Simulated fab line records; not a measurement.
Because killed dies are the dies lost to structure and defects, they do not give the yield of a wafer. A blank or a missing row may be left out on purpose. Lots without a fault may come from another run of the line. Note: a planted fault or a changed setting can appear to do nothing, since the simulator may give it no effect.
Matching of chambers / flow sky130 / pecvd-01 running SKY_PASSIVATION_CVD_00: 3 sister chambers
The step deposits SiO2, target thk 90 nm. 3 wafers are shown with their chamber, then 9 later ones without.

== WAFERS, EACH WITH ITS CHAMBER ==
wafer=L086.1; chamber=1; heater power w (W)=640
wafer=L086.4; chamber=0; heater power w (W)=498
wafer=L086.6; chamber=2; heater power w (W)=595

== WAFERS WITH NO CHAMBER GIVEN ==
wafer=L087.1; heater power w (W)=550
wafer=L087.2; heater power w (W)=640
wafer=L087.5; heater power w (W)=645
wafer=L090.2; heater power w (W)=679
wafer=L090.3; heater power w (W)=502
wafer=L090.4; heater power w (W)=512
wafer=L096.2; heater power w (W)=550
wafer=L096.3; heater power w (W)=616
wafer=L096.6; heater power w (W)=557

== WHICH CHAMBER EACH WENT THROUGH ==
wafer=L087.1; from the rows above=can't be placed: 2 or 0 or 1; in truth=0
wafer=L087.2; from the rows above=can't be placed: 1 or 2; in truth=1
wafer=L087.5; from the rows above=can't be placed: 1 or 2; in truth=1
wafer=L090.2; from the rows above=can't be placed: 1 or 2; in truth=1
wafer=L090.3; from the rows above=0; in truth=0
wafer=L090.4; from the rows above=0; in truth=0
wafer=L096.2; from the rows above=can't be placed: 2 or 0 or 1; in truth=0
wafer=L096.3; from the rows above=can't be placed: 2 or 1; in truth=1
wafer=L096.6; from the rows above=can't be placed: 2 or 0 or 1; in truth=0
Placed correctly: 2 of 9. From these rows, 7 cannot be placed; in 7 the true chamber is one of the candidates. Wrongly placed: 0.
How it was worked out, from the rows above alone: a wafer's distance from a chamber is the root of the sum, over the readings, of the square of ((its reading less the chamber's mean) divided by the reading's scatter). The wafer belongs to the nearest chamber; if the next one is less than 2 further off, it can't be placed. For every chamber, the mean is computed from those of its wafers that are shown. The scatter: root of mean squared gap, hidden wafer to nearest shown wafer, with one shown wafer a chamber.
